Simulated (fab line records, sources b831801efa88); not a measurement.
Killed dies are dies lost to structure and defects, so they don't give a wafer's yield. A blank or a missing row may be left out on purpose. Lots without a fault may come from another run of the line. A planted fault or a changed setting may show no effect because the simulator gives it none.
A struck lot beside a sound one | flow gf180mcu | 17 steps out of a route of 602
Sound: wafers L949.1, L949.3, L949.6. Struck: wafers L966.1, L966.6. (L966.5 of the same lot was not struck and is left out.) The cause comes at the end.
At each step with rows: each side's tool, then ch and its chambers, then its first start. Under that, the readings that differ: sound wafers | struck wafers | difference of the means | sigmas: that difference in standard deviations of wafers without a fault.
alike: readings whose means differ by less than 2 such deviations, and words and numbers that are the same on both sides. not compared: withheld readings, readings that some wafer has no value for, bounds like >300 that may hide the same value, and numbers for which the record gives no deviation and whose values overlap.
The two part at a step that has a row with sigmas, a row that says differs or no value, or rows on one side only. Numbers that don't overlap but have no deviation are shown without sigmas and don't part them. A reading that every wafer of one side lacks parts them only if that side has two wafers or more.

GF_V4_BOW_MEAS_05:
  sound on film_metro-03, day 23 19:26; struck on film_metro-04, day 29 04:38
  alike: V4_BOW
then, 8 steps without rows for these wafers: GF_V4_DEHYDRATE_06 (time 60 s); GF_V4_HMDS_07 (prime time 60 s); GF_V4_COAT_08; GF_V4_COAT_09 (resist thk 1000 nm); GF_V4_SOFTBAKE_10 (time 60 s); GF_V4_EXPOSE_11 (exposes mask Via4, target cd 260 nm); GF_V4_PEB_12 (peb time 90 s); GF_V4_DEVELOP_13 (develop time 60 s).
GF_V4_CD_MEAS_14: target cd 260 nm.
  sound on cd_sem-01, day 24 17:56; struck on cd_sem-02, day 29 23:08
  alike: cd_nm
GF_V4_OVL_MEAS_15:
  sound on overlay-01, day 24 18:04; struck on overlay-01, day 29 23:16
  alike: V4_OVL
GF_V4_ETCH_16: etches BARC in N2/H2.
  sound on rie_diel-02 ch 0,1, day 24 18:06; struck on rie_diel-01 ch 2, day 29 23:18
  reading                     | sound       | struck  | difference | sigmas
  drypump_motor_current_A (A) | 6.3 5.8 6.3 | 5.1 5.2 | -1.0       | -2
  alike: bias_w, n2_flow_sccm, oes_product_au, throttle_valve_pct
GF_V4_ETCH_17: etches SiO2 in C4F8/O2/Ar, stops on TiN, target depth 630 nm.
  sound on rie_diel-02 ch 0,1, day 24 18:00; struck on rie_diel-01 ch 2, day 29 23:00
  reading                                | sound             | struck      | difference | sigmas
  bias_w (W)                             | 1199 1201 1202    | 1564 1567   | +365       | +99
  model.TiN_of_M4_SPUTTER_04.thk_nm (nm) | 49.79 49.67 49.84 | 46.89 47.71 | -2.47      |
  alike: oes_product_au
GF_V4_STRIP_18: strips in O2/N2.
  sound on plasma_asher-04 ch 0,1, day 24 18:14; struck on plasma_asher-04 ch 0,1, day 29 23:26
  alike: drypump_motor_current_A, heater_power_w, n2_flow_sccm, oes_product_au, platen_temp_c
  not compared: rf_hours_counter_h
GF_V4_STRIP_19: strips in post etch residue remover, time 1200 s.
  sound on wet_bench-03 ch 1, day 24 18:20; struck on wet_bench-03 ch 3, day 29 23:32
  reading                                | sound             | struck      | difference | sigmas
  model.TiN_of_M4_SPUTTER_04.thk_nm (nm) | 49.36 49.25 49.41 | 46.47 47.29 | -2.46      |
  alike: bath_heat_duty_pct
then, 1 step without rows for these wafers: GF_V4_CLEAN_20 (cleans in DIW).
-- the record jumps here: 4 days lie between the struck wafers' starts before and after (it left off in module V4 and takes up again in module PASSIVATION, whose first step shown is number 602 of the route) --
GF_PASSIVATION_PROBE_99:
  the record has rows for the struck wafers here (prober-02, day 33 20:38) and none for the sound ones

WHERE THEY PART
First at GF_V4_ETCH_16; last, within this record, at GF_PASSIVATION_PROBE_99.

WHY: what the simulator had put in
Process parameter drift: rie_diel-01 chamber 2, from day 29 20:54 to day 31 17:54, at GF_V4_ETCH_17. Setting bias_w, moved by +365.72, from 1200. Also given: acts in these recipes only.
